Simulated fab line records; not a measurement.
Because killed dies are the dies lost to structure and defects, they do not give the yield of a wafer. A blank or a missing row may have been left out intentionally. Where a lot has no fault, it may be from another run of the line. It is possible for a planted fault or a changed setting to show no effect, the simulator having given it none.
fab line records	flow sky130
[record] lots = 12	wafers = 36	last-day = 50
route steps=708 shown CONTACT@409 METAL1@452 VIA1@459 PAD_OPEN@708
lots that met no fault: taken from a fault-free run of the same line
start-h: hours from the record's opening day to when the first of the lot's shown wafers began	wait-h: hours elapsed since this lot's preceding step	" repeats the value in the row above	L1.1+2: several wafers, shown together as one row	- no value, or no start was given	* or withheld: withheld	< > ~ a bound
route shown NAME@n: NAME is a module with steps in the file, n the number in the route of the first one	usual: mean/standard deviation of fault-free wafers	same: alike in all rows	chamber/n: place in a boat	sites: readings site by site	_std_site: their standard deviation	_edge_site: the outer-site mean with the inner-site mean subtracted	radius-mm: how far each site lies from the wafer's centre	mask NAME#n: copy n	behind: tool/chamber where the wafer was last shaped	hold: the reason the lot was held/the length of the hold in hours/how it ended	device: transistor that didn't switch, given as n, p or np	end of line: the same wafers' tests at the end of the route	step lacking rows: just its recipe	killed: the dies lost at the first sort to structure and to defects; this is not the yield of the wafer	map: a wafer's dies, x killed, . not, _ none there
set.NAME: setting as actually run; set.NAME@STEP: the setting as run at that earlier step	model.NAME: the simulator's own value behind a step, which no gauge read
steps of the route over a sample of lots; a table a step, a row a wafer
services: from which hour (start-h, from the record's first day; less than 0 if before it) a tool's chamber was out of use, for how many hours, and why
[[steps]]
[step SKY_CONTACT_THK_MEAS_03]
[recipe] reads = SiO2_of_CONTACT_HDPCVD_02
[usual] CONTACT_HDPCVD_THK = 565/5.7
lot.wafer	tool	chamber	start-h	wait-h	CONTACT_HDPCVD_THK[nm]
L339.2	film-metro-01	-	715.02	0.0	561
L339.3	"	-	"	"	566
L339.6	"	-	"	"	569
L340.1	film-metro-01	-	725.82	0.0	574
L340.3	"	-	"	"	563
L340.6	"	-	"	"	568
L342.2	film-metro-01	-	750.47	0.0	556
L342.3	"	-	"	"	573
L342.6	"	-	"	"	564
L343.2	film-metro-02	-	750.79	0.0	557
L343.3	"	-	"	"	570
L343.6	"	-	"	"	574
L347.1	film-metro-04	-	802.68	0.0	561
L347.2	"	-	"	"	569
L347.3	"	-	"	"	565
L348.1	film-metro-02	-	807.41	0.0	567
L348.3	"	-	"	"	576
L348.6	"	-	"	"	563
L349.2	film-metro-04	-	811.06	0.0	562
L349.4	"	-	"	"	563
L349.6	"	-	"	"	566
L352.2	film-metro-04	-	828.27	0.0	567
L352.4	"	-	"	"	569
L352.5	"	-	"	"	571
L353.1	film-metro-02	-	830.76	0.0	575
L353.3	"	-	"	"	568
L353.6	"	-	"	"	578
L356.1	film-metro-02	-	851.83	0.0	575
L356.3	"	-	"	"	568
L356.5	"	-	"	"	570
L359.3	film-metro-02	-	887.68	0.1	566
L359.4	"	-	"	"	567
L359.5	"	-	"	"	566
L361.4	film-metro-04	-	891.07	0.0	565
L361.5	"	-	"	"	569
L361.6	"	-	"	"	572
[step SKY_METAL1_ETCH_18]
[recipe] chemistry = N2/H2	target = BARC	ion-energy-ev = 200	bias-w = 100	pressure-mtorr = 30	n2-flow-sccm = 100	h2-flow-sccm = 200	icp-w = 500	stop-on = SiO2	time-s = 45.9	target-depth-a = 600
[usual] bias-w = 100.0/0.31	drypump-motor-current-A = 6.1/0.32	oes-product-au = 0.855/0.0047	rf-fwd-power-W = 494.1/2.4	throttle-valve-pct = 13.225/0.0091
lot.wafer	tool	chamber	start-h	wait-h	bias-w	drypump-motor-current-A	oes-product-au	rf-fwd-power-W	rf-hours-counter-h	throttle-valve-pct
L339.2	rie-metal-01	0	772.38	0.1	99.2	6.2	0.850	491.8	-	13.211
L339.3	"	0	"	"	99.3	6.1	0.857	493.7	-	13.233
L339.6	"	0	"	"	100.2	6.2	0.860	493.1	-	13.229
L340.1	rie-metal-02	1	782.59	0.1	100.2	5.7	0.860	498.7	13	13.229
L340.3	"	1	"	"	100.1	5.8	0.853	497.2	-	13.217
L340.6	"	1	"	"	100.0	5.7	0.856	497.2	-	13.232
L342.2	rie-metal-01	0	807.51	0.0	99.7	6.1	0.860	496.7	11	13.232
L342.3	"	1	"	"	99.9	6.4	0.848	491.2	-	13.220
L342.6	"	0	"	"	100.0	6.2	0.858	497.2	-	13.234
L343.2	rie-metal-04	0	808.16	0.0	99.8	5.6	0.860	494.5	3	13.228
L343.3	"	1	"	"	100.3	6.6	0.859	495.8	-	13.231
L343.6	"	0	"	"	100.0	5.6	0.858	497.0	-	13.229
L347.1	rie-metal-01	0	858.13	0.0	100.0	6.2	0.861	493.8	13	13.217
L347.2	"	1	"	"	100.5	6.4	0.855	489.0	3	13.222
L347.3	"	0	"	"	99.8	6.2	0.849	494.3	-	13.229
L348.1	rie-metal-01	0	863.00	0.0	99.9	6.2	0.854	493.6	13	13.230
L348.3	"	0	"	"	100.0	6.2	0.852	493.4	-	13.236
L348.6	"	1	"	"	99.8	6.4	0.848	488.3	-	13.243
L349.2	rie-metal-04	0	865.38	0.1	99.8	5.6	0.853	495.7	-	13.235
L349.4	"	0	"	"	99.8	5.6	0.851	495.8	-	13.211
L349.6	"	0	"	"	99.5	5.6	0.851	497.2	-	13.228
L352.2	rie-metal-01	0	882.76	0.0	99.7	6.1	0.858	414.4	14	13.231
L352.4	"	1	"	"	100.2	6.4	0.847	408.3	-	13.218
L352.5	"	1	"	"	100.1	6.4	0.854	411.0	-	13.224
L353.1	rie-metal-02	1	885.66	0.0	99.7	5.7	0.845	494.8	17	13.229
L353.3	"	0	"	"	100.1	6.1	0.853	496.1	-	13.216
L353.6	"	1	"	"	99.8	5.8	0.850	496.1	-	13.220
L356.1	rie-metal-01	1	906.22	0.0	100.3	6.4	0.856	412.5	5	13.220
L356.3	"	1	"	"	100.0	6.4	0.853	409.7	-	13.213
L356.5	"	1	"	"	99.8	6.4	0.853	410.0	-	13.230
L359.3	rie-metal-02	0	941.33	0.0	99.8	6.1	0.851	497.6	-	13.211
L359.4	"	1	"	"	100.0	5.8	0.856	492.9	-	13.200
L359.5	"	1	"	"	100.1	5.8	0.855	493.6	-	13.218
L361.4	rie-metal-02	1	944.78	0.0	100.1	5.7	0.854	494.6	-	13.212
L361.5	"	1	"	"	100.6	5.7	0.861	496.2	-	13.221
L361.6	"	0	"	"	99.9	6.1	0.854	493.3	-	13.210
[step SKY_VIA1_THK_MEAS_01]
[recipe] reads = SiO2_of_VIA1_HDPCVD_00
[usual] VIA1_HDPCVD_THK = 1024/15
lot.wafer	tool	chamber	start-h	wait-h	VIA1_HDPCVD_THK[nm]
L339.2	film-metro-04	-	773.39	0.1	1009
L339.3	"	-	"	"	1053
L339.6	"	-	"	"	1037
L340.1	film-metro-02	-	783.61	0.1	1046
L340.3	"	-	"	"	1010
L340.6	"	-	"	"	1019
L342.2	film-metro-04	-	808.41	0.1	1002
L342.3	"	-	"	"	1021
L342.6	"	-	"	"	1008
L343.2	film-metro-03	-	809.06	0.1	999
L343.3	"	-	"	"	1047
L343.6	"	-	"	"	994
L347.1	film-metro-03	-	859.04	0.1	1010
L347.2	"	-	"	"	1022
L347.3	"	-	"	"	1042
L348.1	film-metro-04	-	863.85	0.1	1029
L348.3	"	-	"	"	998
L348.6	"	-	"	"	991
L349.2	film-metro-02	-	866.44	0.1	1023
L349.4	"	-	"	"	1019
L349.6	"	-	"	"	1033
L352.2	film-metro-04	-	883.63	0.1	1014
L352.4	"	-	"	"	1021
L352.5	"	-	"	"	1049
L353.1	film-metro-02	-	886.52	0.1	1019
L353.3	"	-	"	"	1046
L353.6	"	-	"	"	1021
L356.1	film-metro-03	-	907.17	0.1	1019
L356.3	"	-	"	"	1012
L356.5	"	-	"	"	1042
L359.3	film-metro-02	-	942.22	0.1	1018
L359.4	"	-	"	"	1019
L359.5	"	-	"	"	1021
L361.4	film-metro-03	-	945.69	0.0	1029
L361.5	"	-	"	"	1019
L361.6	"	-	"	"	1040
[step SKY_VIA1_BOW_MEAS_03]
[recipe] mode = bow
[usual] VIA1_BOW = 80/7.5
lot.wafer	tool	chamber	start-h	wait-h	VIA1_BOW[um]
L339.2	film-metro-03	-	773.76	0.3	66
L339.3	"	-	"	"	62
L339.6	"	-	"	"	76
L340.1	film-metro-04	-	783.97	0.2	77
L340.3	"	-	"	"	81
L340.6	"	-	"	"	93
L342.2	film-metro-02	-	808.78	0.3	78
L342.3	"	-	"	"	79
L342.6	"	-	"	"	62
L343.2	film-metro-02	-	809.43	0.3	98
L343.3	"	-	"	"	89
L343.6	"	-	"	"	82
L347.1	film-metro-03	-	859.40	0.1	92
L347.2	"	-	"	"	78
L347.3	"	-	"	"	69
L348.1	film-metro-03	-	864.30	0.1	83
L348.3	"	-	"	"	75
L348.6	"	-	"	"	82
L349.2	film-metro-03	-	866.81	0.2	86
L349.4	"	-	"	"	72
L349.6	"	-	"	"	78
L352.2	film-metro-02	-	884.00	0.1	91
L352.4	"	-	"	"	65
L352.5	"	-	"	"	76
L353.1	film-metro-04	-	886.88	0.1	81
L353.3	"	-	"	"	81
L353.6	"	-	"	"	82
L356.1	film-metro-04	-	907.59	0.2	91
L356.3	"	-	"	"	90
L356.5	"	-	"	"	89
L359.3	film-metro-03	-	942.60	0.2	70
L359.4	"	-	"	"	78
L359.5	"	-	"	"	89
L361.4	film-metro-04	-	946.08	0.3	87
L361.5	"	-	"	"	77
L361.6	"	-	"	"	81
[step SKY_PAD_OPEN_PROBE_99]
[usual] defect-limited-yield = 82.0/1.9	killed_at_M0_to_M3 = 46/6.7	killed_at_M4_up = 3.3/2	killed-at-contacts = 24/5.4	killed-at-front-end = 15/4.3	killed-at-other = 0.4/0.64	killed-dies = 89/9.1	killed-open = 48/7.2	killed-short = 40/6.3	sort_bin_3_pad_short = 0.9/0.42	sort_bin_5_function = 10.8/1.5	sort_bin_6_memory = 6.4/1.1	sort-n-pass = 403/9.1	sort-yield-pct = 82.0/1.9
[same] gross-dies = 492	killed-at-back-side = 0	sort_bin_4_leakage[%] = 0	sort_bin_8_speed[%] = 0
lot.wafer	tool	chamber	start-h	wait-h	defect-limited-yield[%]	killed_at_M0_to_M3	killed_at_M4_up	killed-at-contacts	killed-at-front-end	killed-at-other	killed-dies	killed-open	killed-short	sort_bin_3_pad_short[%]	sort_bin_5_function[%]	sort_bin_6_memory[%]	sort-n-pass	sort-yield-pct[%]
L340.1	prober-02	-	1093.16	0.1	83.1	48	2	24	9	0	83	47	36	0.2	9.6	7.1	409	83.1
L340.3	prober-02	-	1093.26	0.2	81.5	42	2	22	25	0	91	48	42	1.0	10.6	6.9	401	81.5
L340.6	prober-02	-	1093.41	0.2	78.5	64	2	26	13	1	106	61	44	1.0	14.0	6.5	386	78.5
L342.2	prober-02	-	1112.19	0.1	85.0	30	1	32	11	0	74	43	31	1.0	8.5	5.5	418	85.0
L342.3	prober-02	-	1112.24	0.2	79.9	51	2	19	26	1	99	59	39	1.4	9.8	8.9	393	79.9
L342.6	prober-02	-	1112.39	0.2	79.5	48	5	31	17	0	101	53	48	1.0	9.8	9.8	391	79.5
L347.1	prober-02	-	1152.10	0.1	85.4	38	2	16	16	0	72	36	36	0.6	9.1	4.9	420	85.4
L347.2	prober-02	-	1152.15	0.1	80.7	58	1	19	17	0	95	53	41	1.0	11.2	7.1	397	80.7
L347.3	prober-02	-	1152.20	0.2	80.5	51	2	27	15	1	96	52	44	0.6	12.4	6.5	396	80.5
L348.1	prober-01	-	1156.68	0.1	80.1	42	4	35	17	0	98	61	37	0.4	11.8	7.7	394	80.1
L348.3	prober-01	-	1156.78	0.2	82.7	41	1	29	13	1	85	50	35	1.2	11.0	5.1	407	82.7
L348.6	prober-01	-	1156.93	0.2	81.7	47	2	24	17	0	90	41	49	1.2	11.4	5.7	402	81.7
L349.2	prober-02	-	1156.86	0.1	84.6	35	2	22	17	0	76	38	38	0.8	8.5	6.1	416	84.6
L349.4	prober-02	-	1156.96	0.2	79.9	41	3	39	16	0	99	55	44	0.6	11.6	7.9	393	79.9
L349.6	prober-02	-	1157.06	0.2	81.5	40	5	30	16	0	91	56	35	0.8	9.6	8.1	401	81.5
L352.2	prober-01	-	1167.27	0.1	79.9	46	1	27	25	0	99	61	37	0.4	12.4	7.3	393	79.9
L352.4	prober-01	-	1167.37	0.2	83.5	42	4	18	17	0	81	42	39	1.0	9.8	5.7	411	83.5
L352.5	prober-01	-	1167.42	0.2	80.1	58	8	21	11	0	98	43	55	1.8	11.2	6.9	394	80.1
L353.1	prober-02	-	1169.97	0.1	81.7	43	5	24	18	0	90	53	37	0.4	11.4	6.5	402	81.7
L353.3	prober-02	-	1170.07	0.2	81.5	49	3	24	14	1	91	44	47	0.8	9.3	8.3	401	81.5
L353.6	prober-02	-	1170.22	0.2	83.9	40	2	16	21	0	79	43	36	1.0	10.2	4.9	413	83.9
// killed by level:class
L340.1 CONTACT:geometric-particle:open=15 VIA1:geometric-particle:open=12 VIA1:geometric-particle:short=8 METAL2:geometric-particle:short=7 METAL1:geometric-particle:short=7 FIELD_ISO:geometric-particle:short=4 VIA2:geometric-particle:open=4 LI_CONTACT:geometric-particle:open=3
L340.3 VIA1:geometric-particle:open=10 FIELD_ISO:geometric-particle:short=8 CONTACT:geometric-particle:open=8 FIELD_ISO:geometric-particle:open=5 VIA2:geometric-particle:open=5 POLY_GATE:geometric-particle:open=5 VIA3:geometric-particle:open=5 LI_CONTACT:geometric-particle:open=4
L340.6 VIA1:geometric-particle:open=21 CONTACT:geometric-particle:open=10 VIA1:geometric-particle:short=10 LOCAL_INTERCONNECT:geometric-particle:short=7 FIELD_ISO:geometric-particle:open=6 METAL2:geometric-particle:short=6 VIA3:geometric-particle:open=6 LI_CONTACT:geometric-particle:open=5
L342.2 LI_CONTACT:geometric-particle:open=10 CONTACT:geometric-particle:open=9 VIA1:geometric-particle:short=6 VIA3:geometric-particle:open=5 LOCAL_INTERCONNECT:geometric-particle:short=5 FIELD_ISO:geometric-particle:open=4 LOCAL_INTERCONNECT:geometric-particle:open=4 POLY_GATE:geometric-particle:open=3
L342.3 CONTACT:geometric-particle:open=12 VIA1:geometric-particle:open=11 FIELD_ISO:geometric-particle:short=10 FIELD_ISO:geometric-particle:open=10 VIA3:geometric-particle:open=9 METAL1:geometric-particle:short=5 METAL2:geometric-particle:short=5 VIA3:geometric-particle:short=5
L342.6 CONTACT:geometric-particle:open=10 VIA2:geometric-particle:open=10 LI_CONTACT:geometric-particle:open=9 METAL1:geometric-particle:short=9 VIA1:geometric-particle:open=8 VIA3:geometric-particle:short=7 FIELD_ISO:geometric-particle:short=6 LOCAL_INTERCONNECT:geometric-particle:short=4
L347.1 VIA3:geometric-particle:open=10 METAL1:geometric-particle:short=7 FIELD_ISO:geometric-particle:short=6 LI_CONTACT:geometric-particle:open=5 CONTACT:geometric-particle:open=5 POLY_GATE:geometric-particle:open=4 VIA1:geometric-particle:open=4 POLY_GATE:geometric-particle:short=3
L347.2 VIA3:geometric-particle:open=13 CONTACT:geometric-particle:open=12 VIA1:geometric-particle:open=9 METAL1:geometric-particle:short=7 VIA2:geometric-particle:open=6 FIELD_ISO:geometric-particle:open=5 METAL2:geometric-particle:short=5 VIA3:geometric-particle:short=5
L347.3 VIA1:geometric-particle:open=10 CONTACT:geometric-particle:open=9 METAL1:geometric-particle:short=8 LI_CONTACT:geometric-particle:open=7 VIA2:geometric-particle:open=7 POLY_GATE:geometric-particle:open=6 LOCAL_INTERCONNECT:geometric-particle:short=6 VIA3:geometric-particle:short=6
L348.1 CONTACT:geometric-particle:open=14 LI_CONTACT:geometric-particle:open=11 FIELD_ISO:geometric-particle:open=9 VIA1:geometric-particle:open=9 VIA3:geometric-particle:open=9 VIA3:geometric-particle:short=5 METAL4:geometric-particle:short=4 FIELD_ISO:geometric-particle:short=3
L348.3 VIA1:geometric-particle:open=11 CONTACT:geometric-particle:open=10 LI_CONTACT:geometric-particle:open=7 VIA2:geometric-particle:open=6 VIA3:geometric-particle:short=6 VIA3:geometric-particle:open=5 LOCAL_INTERCONNECT:geometric-particle:short=4 CONTACT:geometric-particle:short=4
L349.2 FIELD_ISO:geometric-particle:short=8 VIA2:geometric-particle:open=7 CONTACT:geometric-particle:open=7 VIA1:geometric-particle:open=6 LI_CONTACT:geometric-particle:open=5 CONTACT:geometric-particle:short=5 METAL2:geometric-particle:short=5 VIA3:geometric-particle:open=5
L348.6 METAL1:geometric-particle:short=9 CONTACT:geometric-particle:open=8 LI_CONTACT:geometric-particle:open=7 VIA1:geometric-particle:open=7 FIELD_ISO:geometric-particle:short=6 METAL2:geometric-particle:short=6 VIA2:geometric-particle:open=5 CONTACT:geometric-particle:short=5
L349.4 CONTACT:geometric-particle:open=16 VIA1:geometric-particle:open=11 LI_CONTACT:geometric-particle:open=8 CONTACT:geometric-particle:short=7 VIA3:geometric-particle:open=7 LI_CONTACT:geometric-particle:short=5 FIELD_ISO:geometric-particle:open=4 FIELD_ISO:geometric-particle:short=4
L349.6 CONTACT:geometric-particle:open=16 LI_CONTACT:geometric-particle:open=8 VIA3:geometric-particle:open=7 VIA2:geometric-particle:open=7 VIA1:geometric-particle:open=6 VIA1:geometric-particle:short=6 METAL2:geometric-particle:short=6 FIELD_ISO:geometric-particle:short=4
L352.2 VIA1:geometric-particle:open=19 LI_CONTACT:geometric-particle:open=11 POLY_GATE:geometric-particle:open=9 CONTACT:geometric-particle:open=9 FIELD_ISO:geometric-particle:short=5 LOCAL_INTERCONNECT:geometric-particle:short=5 VIA1:geometric-particle:short=5 METAL2:geometric-particle:short=5
L352.4 VIA1:geometric-particle:open=8 CONTACT:geometric-particle:open=6 METAL2:geometric-particle:short=6 VIA3:geometric-particle:open=6 VIA2:geometric-particle:open=5 VIA1:geometric-particle:short=5 METAL3:geometric-particle:short=5 FIELD_ISO:geometric-particle:open=4
L352.5 VIA1:geometric-particle:open=10 METAL2:geometric-particle:short=9 CONTACT:geometric-particle:open=8 VIA2:geometric-particle:open=8 VIA2:geometric-particle:short=6 METAL4:geometric-particle:short=5 VIA1:geometric-particle:short=5 METAL2:geometric-particle:open=4
L353.1 CONTACT:geometric-particle:open=12 VIA2:geometric-particle:open=9 VIA1:geometric-particle:open=9 METAL2:geometric-particle:short=6 FIELD_ISO:geometric-particle:short=5 VIA1:geometric-particle:short=5 VIA3:geometric-particle:open=5 LI_CONTACT:geometric-particle:open=4
L353.3 VIA1:geometric-particle:open=11 CONTACT:geometric-particle:open=8 METAL1:geometric-particle:short=8 LI_CONTACT:geometric-particle:open=6 VIA2:geometric-particle:open=6 CONTACT:geometric-particle:short=5 METAL2:geometric-particle:short=5 VIA2:geometric-particle:short=4
L353.6 FIELD_ISO:geometric-particle:open=9 VIA2:geometric-particle:open=9 CONTACT:geometric-particle:open=7 METAL2:geometric-particle:short=7 FIELD_ISO:geometric-particle:short=6 VIA1:geometric-particle:open=5 LI_CONTACT:geometric-particle:open=4 METAL1:geometric-particle:short=3
[[services]]
tool	chamber	start-h	hours	kind
rie-metal-01	1	762.17	-	clean
rie-metal-01	1	762.17	16.6	scheduled-down
rie-metal-01	1	762.17	16.6	vent-cycle
rie-metal-02	0	764.36	-	clean
rie-metal-02	0	764.36	18.4	scheduled-down
rie-metal-02	0	764.36	18.4	vent-cycle
rie-metal-02	1	797.27	13.0	repair
rie-metal-02	0	826.93	2.3	repair
rie-metal-04	1	855.88	-	clean
rie-metal-04	1	855.88	16.8	scheduled-down
rie-metal-04	1	855.88	16.8	vent-cycle
rie-metal-02	1	901.21	-	clean
rie-metal-02	1	901.21	27.0	scheduled-down
rie-metal-02	1	901.21	27.0	vent-cycle
[[key]]
[first-sign] step = SKY_METAL1_ETCH_18	reading = rf-fwd-power-W	direction = down	sigmas = 34	usual = 494.1	struck = 411.0
effect none on later readings
met-at SKY_METAL1_ETCH_18
struck-lots L352,L356
not-acting-at SKY_CONTACT_THK_MEAS_03,SKY_VIA1_THK_MEAS_01,SKY_VIA1_BOW_MEAS_03
onset-between 863.00 882.76
[fault] kind = process-parameter-drift	tool = rie-metal-01	chamber = -	onset-h = 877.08	steps = SKY_METAL1_ETCH_18	channel = icp-w	offset = -80	shape = step	end-h = 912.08	acts-in = these-recipes-only	stated = 500
